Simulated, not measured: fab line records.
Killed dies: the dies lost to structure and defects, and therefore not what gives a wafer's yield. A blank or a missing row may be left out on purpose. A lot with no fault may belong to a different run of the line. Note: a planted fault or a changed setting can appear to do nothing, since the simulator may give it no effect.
Chamber matching || flow gf180mcu || GF_V1_ETCH_16 on rieDiel-01: 4 sister chambers
The step etches BARC in N2/H2. 8 wafers are shown with their chamber, then 8 later ones without.

EACH WAFER AND ITS CHAMBER
{"wafer": "L081.1", "chamber": 2, "drypumpMotorCurrentA (A)": 6.4, "throttleValvePct (%)": 13.207}
{"wafer": "L081.6", "chamber": 2, "drypumpMotorCurrentA (A)": 6.4, "throttleValvePct (%)": 13.216}
{"wafer": "L083.1", "chamber": 0, "drypumpMotorCurrentA (A)": 5.2, "throttleValvePct (%)": 13.222}
{"wafer": "L083.2", "chamber": 1, "drypumpMotorCurrentA (A)": 5.5, "throttleValvePct (%)": 13.218}
{"wafer": "L084.1", "chamber": 3, "drypumpMotorCurrentA (A)": 6.4, "throttleValvePct (%)": 13.223}
{"wafer": "L084.3", "chamber": 0, "drypumpMotorCurrentA (A)": 5.2, "throttleValvePct (%)": 13.232}
{"wafer": "L084.4", "chamber": 1, "drypumpMotorCurrentA (A)": 5.5, "throttleValvePct (%)": 13.224}
{"wafer": "L090.1", "chamber": 3, "drypumpMotorCurrentA (A)": 6.5, "throttleValvePct (%)": 13.223}

WAFERS WITH NO CHAMBER GIVEN
{"wafer": "L090.4", "drypumpMotorCurrentA (A)": 6.5, "throttleValvePct (%)": 13.210}
{"wafer": "L090.5", "drypumpMotorCurrentA (A)": 5.1, "throttleValvePct (%)": 13.227}
{"wafer": "L093.2", "drypumpMotorCurrentA (A)": 6.4, "throttleValvePct (%)": 13.220}
{"wafer": "L093.5", "drypumpMotorCurrentA (A)": 5.2, "throttleValvePct (%)": 13.221}
{"wafer": "L093.6", "drypumpMotorCurrentA (A)": 6.5, "throttleValvePct (%)": 13.241}
{"wafer": "L095.1", "drypumpMotorCurrentA (A)": 6.5, "throttleValvePct (%)": 13.215}
{"wafer": "L095.2", "drypumpMotorCurrentA (A)": 5.1, "throttleValvePct (%)": 13.228}
{"wafer": "L095.4", "drypumpMotorCurrentA (A)": 6.4, "throttleValvePct (%)": 13.219}

WHICH CHAMBER EACH WENT THROUGH
{"wafer": "L090.4", "from the rows above": "can't be placed: 2 or 3", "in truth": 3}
{"wafer": "L090.5", "from the rows above": 0, "in truth": 0}
{"wafer": "L093.2", "from the rows above": "can't be placed: 3 or 2", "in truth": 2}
{"wafer": "L093.5", "from the rows above": 0, "in truth": 0}
{"wafer": "L093.6", "from the rows above": 3, "in truth": 3}
{"wafer": "L095.1", "from the rows above": "can't be placed: 3 or 2", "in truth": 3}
{"wafer": "L095.2", "from the rows above": 0, "in truth": 0}
{"wafer": "L095.4", "from the rows above": "can't be placed: 2 or 3", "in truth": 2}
Placed correctly: 4 of 8. Unplaceable from these rows: 4, with the true chamber sitting among the candidates in 4. Placed wrongly: 0.
How it was worked out, from the rows above alone: a wafer's distance from a chamber is the root of the sum, over the readings, of the square of ((its reading less the chamber's mean) divided by the reading's scatter). If the next closest chamber is less than 2 further off than the closest, the wafer can't be placed; otherwise it belongs to the closest. For every chamber, the mean is computed from those of its wafers that are shown. The scatter: take each reading less its chamber's mean, square it, sum over the shown wafers, divide by the number of wafers less the number of chambers, and take the root.
